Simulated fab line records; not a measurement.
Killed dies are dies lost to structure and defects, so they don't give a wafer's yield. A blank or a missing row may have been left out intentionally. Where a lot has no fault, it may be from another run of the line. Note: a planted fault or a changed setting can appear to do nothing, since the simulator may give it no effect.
A struck lot beside a sound one    flow sky130    16 out of 708 route steps
Sound: the wafers L701.1, L701.2, L701.5. Wafers struck: L708.1, L708.2, L708.6. The cause is named last.
Each step with rows lists, per side, the tool, then ch with its chambers, then its first start. Under that, the readings that differ: sound wafers    struck wafers    difference of the means    sigmas: that difference in standard deviations of wafers without a fault.
alike: readings whose means differ by less than 2 such deviations, and words and numbers that are the same on both sides. not compared: withheld readings, readings that some wafer has no value for, bounds like >300 that may hide the same value, and numbers for which the record gives no deviation and whose values overlap.
The two part at a step that has a row with sigmas, a row that says differs or no value, or rows on one side only. Numbers that don't overlap but have no deviation are shown without sigmas and don't part them. A reading that every wafer of one side lacks parts them only if that side has two wafers or more.

first, 3 steps without rows for these wafers: SKY_SONOS_TUNNEL_EXPOSE_04 (exposes mask TUNM, target cd 410 nm); SKY_SONOS_TUNNEL_PEB_05; SKY_SONOS_TUNNEL_DEVELOP_06 (develop time 60 s).
SKY_SONOS_TUNNEL_CD_MEAS_07: the cd target is 410 nm.
  sound on cd sem-02 at day 12 02:50; struck on cd sem-01 at day 14 16:47
  alike: cd nm
SKY_SONOS_TUNNEL_OVL_MEAS_08:
  sound on overlay-02 at day 12 02:57; struck on overlay-01 at day 14 16:54
  alike: SONOS_TUNNEL_OVL
then, 3 steps without rows for these wafers: SKY_SONOS_TUNNEL_IMPLANT_09; SKY_SONOS_TUNNEL_WET_ETCH_10 (etches SiO2 in dHF, target depth 14 nm, time 280 s); SKY_SONOS_TUNNEL_STRIP_11 (strips in SPM, time 600 s).
SKY_SONOS_TUNNEL_TW_MEAS_12:
  sound on film metro-01 at day 12 03:25; struck on film metro-04 at day 14 17:21
  alike: SONOS_TUNNEL_TW
then, 2 steps without rows for these wafers: SKY_SONOS_TUNNEL_CLEAN_13 (cleans in dHF, time 20 s); SKY_SONOS_ONO_OXIDATION_00 (stabilise 600 s, purge 300 s, target thk 2.6 nm).
SKY_SONOS_ONO_THK_MEAS_01:
  sound on film metro-03 at day 12 09:48; struck on film metro-03 at day 14 18:46
reading                       sound           struck          difference  sigmas
SONOS_ONO_OXIDATION_THK (nm)  2.71 2.59 2.65  2.47 2.51 2.54  -0.14       -3
SKY_SONOS_ONO_CVD_02: deposits Si3N4 from DCS/NH3, target thk 10.5 nm, time 180 s.
  sound on lpcvd-02 ch 0, day 12 11:48; struck on lpcvd-02 ch 1, day 14 19:57
reading                                      sound             struck           difference  sigmas
model.Si3N4_of_SONOS_ONO_CVD_02.thk nm (nm)  10.4 10.47 10.47  9.708 9.734 9.8  -0.699      
  alike: spike tc lower C
SKY_SONOS_ONO_THK_MEAS_03:
  sound on film metro-03 at day 12 12:51; struck on film metro-03 at day 14 21:31
reading                    sound              struck          difference  sigmas
SONOS_ONO_CVD_02_THK (nm)  10.38 10.46 10.51  9.70 9.70 9.71  -0.75       -5
then, 1 step without rows for these wafers: SKY_SONOS_ONO_CVD_04 (deposits SiO2 from SiH4/N2O, target thk 5.7199 nm).
-- record jumps: 34 days separate the struck wafers' starts on either side; left off in module SONOS_ONO, taken up again in module PAD_OPEN, whose first shown step is the route's number 708 --
SKY_PAD_OPEN_PROBE_99:
  sound on prober-02 at day 46 11:40; struck on prober-02 at day 48 10:26
reading                                sound                    struck           difference  sigmas
model.etest.cap ono.gate log10 a cm2   -8.109 -8.044 -8.113     -7.195 -7.103    +0.940      
model.etest.cap ono.gate bv v (V)      16.37 15.98 16.29        15.49 15.79      -0.57       
model.etest.cap ono.tox acc nm (nm)    13.04 12.92 13.07        12.31 12.25      -0.73       
model.etest.sonos programmed.vt v (V)  1.412 1.44 1.391         1.738 1.727      +0.318      
model.etest.sonos erased.vt v (V)      -2.206 -2.272 -2.199     -2.49 -2.5       -0.27       
model.etest.sonos baked.vt less v (V)  -0.4686 -0.4933 -0.5013  -0.6942 -0.6275  -0.1731     
model.etest.sonos baked.vt v (V)       0.9437 0.9462 0.8902     1.044 1.099      +0.145      

## WHERE THEY PART
At SKY_SONOS_ONO_THK_MEAS_01 first; at SKY_SONOS_ONO_THK_MEAS_03 last (within this record only).

WHY: what had been put in by the simulator
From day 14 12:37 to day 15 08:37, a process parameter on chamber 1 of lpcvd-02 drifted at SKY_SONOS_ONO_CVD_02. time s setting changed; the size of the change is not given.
